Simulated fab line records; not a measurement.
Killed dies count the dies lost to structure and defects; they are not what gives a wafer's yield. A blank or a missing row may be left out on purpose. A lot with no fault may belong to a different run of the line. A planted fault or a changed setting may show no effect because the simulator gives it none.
The same fault as seen by 2 desks + flow sky130 + only its own numbers are on each desk; what lay behind them is given at the end

THE TOOL OWNER'S DESK: plasma asher-04
The tool's own readings at SKY_POLY_GATE_STRIP_18 (strips in O2/N2): means of the sampled wafers that have a number, for each lot that ran on this tool. If a lot's mean is further than 4 standard deviations from the usual mean, the lot is out of limits and carries the mark OUT (the distance appears in the brackets).
Columns: A = drypump motor current A at SKY_POLY_GATE_STRIP_18, usual 6.1 A; B = oes product au at SKY_POLY_GATE_STRIP_18, usual 0.360 a.u.; C = strip time to endpoint s at SKY_POLY_GATE_STRIP_18, usual 3.154 s
| lot  | first seen here | A   | B     | C     |
|------|-----------------|-----|-------|-------|
| L210 | day 17 22:31    | 6.3 | 0.358 | 3.151 |
| L216 | day 20 05:32    | 6.3 | 0.359 | 3.140 |
| L215 | day 20 07:41    | 6.0 | 0.359 | 3.152 |
| L217 | day 20 22:08    | 6.3 | 0.358 | 3.134 |
This desk found nothing out of limits on any of the 4 lots.

AT THE METROLOGY DESK
What the gauges read for every lot (on any tool): the sampled wafers with a number, averaged. If a lot's mean is further than 4 standard deviations from the usual mean, the lot is out of limits and carries the mark OUT (the distance appears in the brackets).
Columns: A = PASSIVATION_CVD_00_THK at SKY_PASSIVATION_THK_MEAS_01, usual 90.2 nm
| lot  | first seen here | A    |
|------|-----------------|------|
| L208 | day 44 23:53    | 89.6 |
| L206 | day 45 06:34    | 89.4 |
| L209 | day 45 06:56    | 90.8 |
| L210 | day 45 07:14    | 89.9 |
| L211 | day 45 15:08    | 90.5 |
| L212 | day 45 19:47    | 89.0 |
| L213 | day 46 00:02    | 89.2 |
| L214 | day 46 01:50    | 90.9 |
| L216 | day 46 09:37    | 90.3 |
| L215 | day 46 10:02    | 89.0 |
| L217 | day 47 01:05    | 88.5 |
| L228 | day 49 10:24    | 90.7 |
This desk found nothing out of limits on any of the 12 lots.

TAKEN TOGETHER
The tool owner's desk saw nothing out of limits.
Metrology desk: nothing out of limits seen.

WHAT THE SIMULATOR PUT IN
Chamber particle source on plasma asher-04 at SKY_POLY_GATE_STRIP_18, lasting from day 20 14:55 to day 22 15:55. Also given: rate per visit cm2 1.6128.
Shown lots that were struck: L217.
